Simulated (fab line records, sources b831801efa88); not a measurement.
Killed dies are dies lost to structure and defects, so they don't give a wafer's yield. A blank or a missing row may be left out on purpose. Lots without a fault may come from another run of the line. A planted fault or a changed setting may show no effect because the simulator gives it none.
One fault seen from 2 desks | flow sky130 | each desk has only its own numbers; what lay behind them comes last

THE METROLOGY DESK
What the gauges read, lot by lot, whatever tool the lot ran on: means of the sampled wafers that have a number. A lot is out of limits, marked OUT, if its mean lies more than 4 standard deviations from the usual mean; the brackets give that distance.
Columns: A = SONOS_ONO_CVD_04_THK at SKY_SONOS_ONO_THK_MEAS_05, usual 5.76 nm
lot  | first seen here | A
L215 | day 12 04:35    | 5.65
L216 | day 12 05:50    | 5.85
L217 | day 12 20:09    | 5.71
L219 | day 13 08:59    | 5.75
L220 | day 13 17:04    | 5.77
L221 | day 13 23:07    | 5.67
L222 | day 14 05:25    | 5.74
L225 | day 15 10:42    | 5.85
L226 | day 15 14:57    | 5.88
L227 | day 16 06:07    | 5.76
L228 | day 16 06:08    | 5.56
L232 | day 17 10:02    | 5.62
L233 | day 17 19:41    | 5.27 (-5.1) OUT
This desk's finding: out of limits on L233; first on L233, day 17 19:41 (SONOS_ONO_CVD_04_THK at SKY_SONOS_ONO_THK_MEAS_05). In limits: L215, L216, L217, L219, L220, L221, L222, L225, L226, L227, L228, L232.

THE TOOL OWNER'S DESK: lpcvd-03
The tool's own readings at SKY_SONOS_ONO_CVD_04 (deposits SiO2 from SiH4/N2O, target thk 5.7199 nm): means of the sampled wafers that have a number, for each lot that ran on this tool. A lot is out of limits, marked OUT, if its mean lies more than 4 standard deviations from the usual mean; the brackets give that distance.
Columns: A = spike_tc_bottom_C at SKY_SONOS_ONO_CVD_04, usual 917.6 C; B = zone_power_centre_pct at SKY_SONOS_ONO_CVD_04, usual 18.4 %
lot  | first seen here | A     | B
L215 | day 12 03:20    | 917.6 | 16.3
L216 | day 12 04:35    | 918.0 | 20.9
L217 | day 12 18:53    | 917.7 | 20.9
L219 | day 13 07:43    | 918.3 | 20.8
L220 | day 13 15:49    | 916.8 | 16.5
L221 | day 13 21:52    | 916.2 | 16.5
L222 | day 14 04:10    | 919.1 | 20.7
L225 | day 15 09:27    | 916.5 | 16.3
L226 | day 15 13:42    | 918.3 | 16.2
L227 | day 16 04:52    | 917.1 | 16.4
L228 | day 16 04:52    | 918.6 | 20.9
L232 | day 17 08:47    | 918.7 | 20.8
L233 | day 17 18:25    | 916.6 | 16.3
This desk's finding: nothing out of limits on any of the 13 lots.

PUT TOGETHER
The metrology desk could have raised an alarm at day 17 19:41, on L233.
The tool owner's desk saw nothing out of limits.
The tool owner's desk has L233 on record, within its limits.
Of the lots named, all ran SKY_SONOS_ONO_CVD_04 on lpcvd-03.

WHAT THE SIMULATOR HAD PUT IN
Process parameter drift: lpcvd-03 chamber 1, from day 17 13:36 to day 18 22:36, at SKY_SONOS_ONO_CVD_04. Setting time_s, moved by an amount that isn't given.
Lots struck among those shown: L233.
Hours from the fault's start to each desk's first reading out of limits: the metrology desk, 6.
